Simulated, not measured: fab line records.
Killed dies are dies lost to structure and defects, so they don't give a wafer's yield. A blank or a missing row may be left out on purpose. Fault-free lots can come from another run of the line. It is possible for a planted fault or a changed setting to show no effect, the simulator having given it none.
A single fault, viewed from 2 desks + flow gf180mcu + each desk has only its own numbers; what lay behind them comes last

DESK OF THE TOOL OWNER: pvd sputter-03
The tool's own readings at GF_M2_SPUTTER_02 (material AlCu, target thk 450 nm, time 23.9 s): means of the sampled wafers that have a number, for each lot that ran on this tool. Any lot whose mean is over 4 standard deviations away from the usual mean is out of limits and marked OUT; that distance is given in the brackets.
Columns: A = throttle valve pct at GF_M2_SPUTTER_02, usual 30.1 %
| lot  | first seen here | A    |
|------|-----------------|------|
| L780 | day 21 23:41    | 30.4 |
| L781 | day 22 08:05    | 30.8 |
| L789 | day 25 06:53    | 29.7 |
This desk's verdict: no lot among the 3 shows anything out of limits.

FROM THE METROLOGY DESK
What the gauges read for every lot (on any tool): the sampled wafers with a number, averaged. Any lot whose mean is over 4 standard deviations away from the usual mean is out of limits and marked OUT; that distance is given in the brackets.
Columns: A = V1_W_RS at GF_V1_RS_MEAS_24, usual 0.324 ohm/sq; B = V1_W_THK at GF_V1_THK_MEAS_25, usual 350 nm; C = M2_ALCU_RS at GF_M2_RS_MEAS_05, usual 0.0696 ohm/sq; D = M2_ALCU_THK at GF_M2_THK_MEAS_06, usual 447 nm; E = cd nm at GF_M2_CD_MEAS_14, usual 279.9 nm; F = M2_OVL at GF_M2_OVL_MEAS_15, usual 2 nm
| lot  | first seen here | A     | B   | C                 | D              | E     | F  |
|------|-----------------|-------|-----|-------------------|----------------|-------|----|
| L771 | day 18 09:04    | 0.326 | 344 | 0.0699            | 446            | 280.1 | 1  |
| L780 | day 21 23:04    | 0.328 | 349 | 0.0714            | 438            | 278.9 | 5  |
| L781 | day 22 07:29    | 0.324 | 354 | 0.0733 (+5.7) OUT | 427 (-4.5) OUT | 279.4 | 6  |
| L789 | day 25 06:16    | 0.324 | 354 | 0.0687            | 452            | 279.2 | 0  |
| L792 | day 26 01:29    | 0.327 | 345 | 0.0693            | 449            | 280.5 | 12 |
| L793 | day 26 08:37    | 0.325 | 344 | 0.0701            | 442            | 282.5 | 9  |
Per this desk, out of limits: L781; the first was L781, day 22 08:11 (M2_ALCU_RS at GF_M2_RS_MEAS_05). In limits: L771, L780, L789, L792, L793.

PUT TOGETHER
An alarm was possible from the metrology desk at day 22 08:11, on L781.
The tool owner's desk saw nothing out of limits.
On record at the tool owner's desk: L781, within its limits.
The lots listed all ran GF_M2_SPUTTER_02 on pvd sputter-03.

WHAT WAS PUT IN BY THE SIMULATOR
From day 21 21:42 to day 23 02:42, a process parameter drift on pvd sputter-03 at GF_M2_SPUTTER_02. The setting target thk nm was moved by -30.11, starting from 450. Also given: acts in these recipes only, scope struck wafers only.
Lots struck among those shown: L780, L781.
Per desk, hours elapsed from the start of the fault to the first reading out of limits: for the metrology desk, 10.
